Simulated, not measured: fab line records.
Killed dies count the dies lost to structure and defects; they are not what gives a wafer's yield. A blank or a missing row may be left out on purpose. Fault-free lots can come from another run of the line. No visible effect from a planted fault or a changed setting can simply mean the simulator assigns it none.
Chamber matching / flow sky130 / rieDiel-02 running SKY_PAD_OPEN_ETCH_07: 4 sister chambers
The step etches the open film in CF4/O2, stops on AlCu, target depth 725 nm, time 161.1 s. 16 wafers are shown with their chamber, then 8 later ones without.

== WAFERS, EACH WITH ITS CHAMBER ==
wafer=L074.1; chamber=2; drypumpMotorCurrentA (A)=5.8; O2_flow_sccm (sccm)=10.026; oesProductAu (a.u.)=0.981
wafer=L074.2; chamber=0; drypumpMotorCurrentA (A)=4.8; O2_flow_sccm (sccm)=10.006; oesProductAu (a.u.)=0.984
wafer=L074.5; chamber=3; drypumpMotorCurrentA (A)=6.0; O2_flow_sccm (sccm)=10.025; oesProductAu (a.u.)=0.985
wafer=L077.1; chamber=1; drypumpMotorCurrentA (A)=6.0; O2_flow_sccm (sccm)=10.043; oesProductAu (a.u.)=0.975
wafer=L077.2; chamber=2; drypumpMotorCurrentA (A)=5.8; O2_flow_sccm (sccm)=10.009; oesProductAu (a.u.)=0.976
wafer=L077.3; chamber=3; drypumpMotorCurrentA (A)=6.0; O2_flow_sccm (sccm)=9.993; oesProductAu (a.u.)=0.973
wafer=L079.2; chamber=1; drypumpMotorCurrentA (A)=5.9; O2_flow_sccm (sccm)=10.021; oesProductAu (a.u.)=0.975
wafer=L079.4; chamber=1; drypumpMotorCurrentA (A)=6.0; O2_flow_sccm (sccm)=10.005; oesProductAu (a.u.)=0.974
wafer=L079.5; chamber=3; drypumpMotorCurrentA (A)=6.0; O2_flow_sccm (sccm)=10.005; oesProductAu (a.u.)=0.988
wafer=L082.1; chamber=0; drypumpMotorCurrentA (A)=4.8; O2_flow_sccm (sccm)=10.034; oesProductAu (a.u.)=0.965
wafer=L082.2; chamber=2; drypumpMotorCurrentA (A)=5.8; O2_flow_sccm (sccm)=10.015; oesProductAu (a.u.)=0.967
wafer=L082.5; chamber=1; drypumpMotorCurrentA (A)=5.9; O2_flow_sccm (sccm)=9.995; oesProductAu (a.u.)=0.975
wafer=L084.1; chamber=0; drypumpMotorCurrentA (A)=4.8; O2_flow_sccm (sccm)=10.014; oesProductAu (a.u.)=0.971
wafer=L084.3; chamber=3; drypumpMotorCurrentA (A)=6.0; O2_flow_sccm (sccm)=10.023; oesProductAu (a.u.)=0.981
wafer=L084.5; chamber=3; drypumpMotorCurrentA (A)=6.0; O2_flow_sccm (sccm)=9.989; oesProductAu (a.u.)=0.978
wafer=L087.3; chamber=3; drypumpMotorCurrentA (A)=6.0; O2_flow_sccm (sccm)=9.971; oesProductAu (a.u.)=0.971

SIGNATURES (means of the wafers above)
reading=drypumpMotorCurrentA; chamber 0=4.800; chamber 1=5.950; chamber 2=5.800; chamber 3=6.000; scatter within a chamber=0.0289
reading=O2_flow_sccm; chamber 0=10.01800; chamber 1=10.01600; chamber 2=10.01667; chamber 3=10.00100; scatter within a chamber=0.0184
reading=oesProductAu; chamber 0=0.97333; chamber 1=0.97475; chamber 2=0.97467; chamber 3=0.97933; scatter within a chamber=0.00653
Rule: for a wafer and a chamber, the distance is found by dividing, reading by reading, the gap between the wafer's reading and the chamber's mean by the reading's scatter, squaring, summing and taking the root. The wafer belongs to the nearest chamber; if the next one is less than 2 further off, it can't be placed. The scatter: the root of (the sum of the squares of (reading less its chamber's mean) over the shown wafers, divided by (wafers less chambers)).

== WAFERS WITH NO CHAMBER GIVEN ==
wafer=L087.5; drypumpMotorCurrentA (A)=5.7; O2_flow_sccm (sccm)=10.004; oesProductAu (a.u.)=0.980
wafer=L087.6; drypumpMotorCurrentA (A)=6.0; O2_flow_sccm (sccm)=9.908; oesProductAu (a.u.)=0.972
wafer=L094.2; drypumpMotorCurrentA (A)=4.8; O2_flow_sccm (sccm)=9.971; oesProductAu (a.u.)=0.969
wafer=L094.3; drypumpMotorCurrentA (A)=6.0; O2_flow_sccm (sccm)=9.954; oesProductAu (a.u.)=0.972
wafer=L094.5; drypumpMotorCurrentA (A)=4.8; O2_flow_sccm (sccm)=9.979; oesProductAu (a.u.)=0.985
wafer=L095.1; drypumpMotorCurrentA (A)=5.9; O2_flow_sccm (sccm)=9.999; oesProductAu (a.u.)=0.979
wafer=L095.2; drypumpMotorCurrentA (A)=5.8; O2_flow_sccm (sccm)=10.072; oesProductAu (a.u.)=0.965
wafer=L095.4; drypumpMotorCurrentA (A)=6.0; O2_flow_sccm (sccm)=9.972; oesProductAu (a.u.)=0.983

== CHAMBER TAKEN BY EACH ==
wafer=L087.5; from the rows above=2; in truth=2
wafer=L087.6; from the rows above=can't be placed: 3 or 1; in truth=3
wafer=L094.2; from the rows above=0; in truth=0
wafer=L094.3; from the rows above=can't be placed: 3 or 1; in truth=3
wafer=L094.5; from the rows above=0; in truth=0
wafer=L095.1; from the rows above=can't be placed: 1 or 3 or 2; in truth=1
wafer=L095.2; from the rows above=2; in truth=2
wafer=L095.4; from the rows above=can't be placed: 3 or 1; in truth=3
4 of 8 placed correctly. These rows do not allow placing 4 (true chamber among the candidates in 4). Wrongly placed: 0.
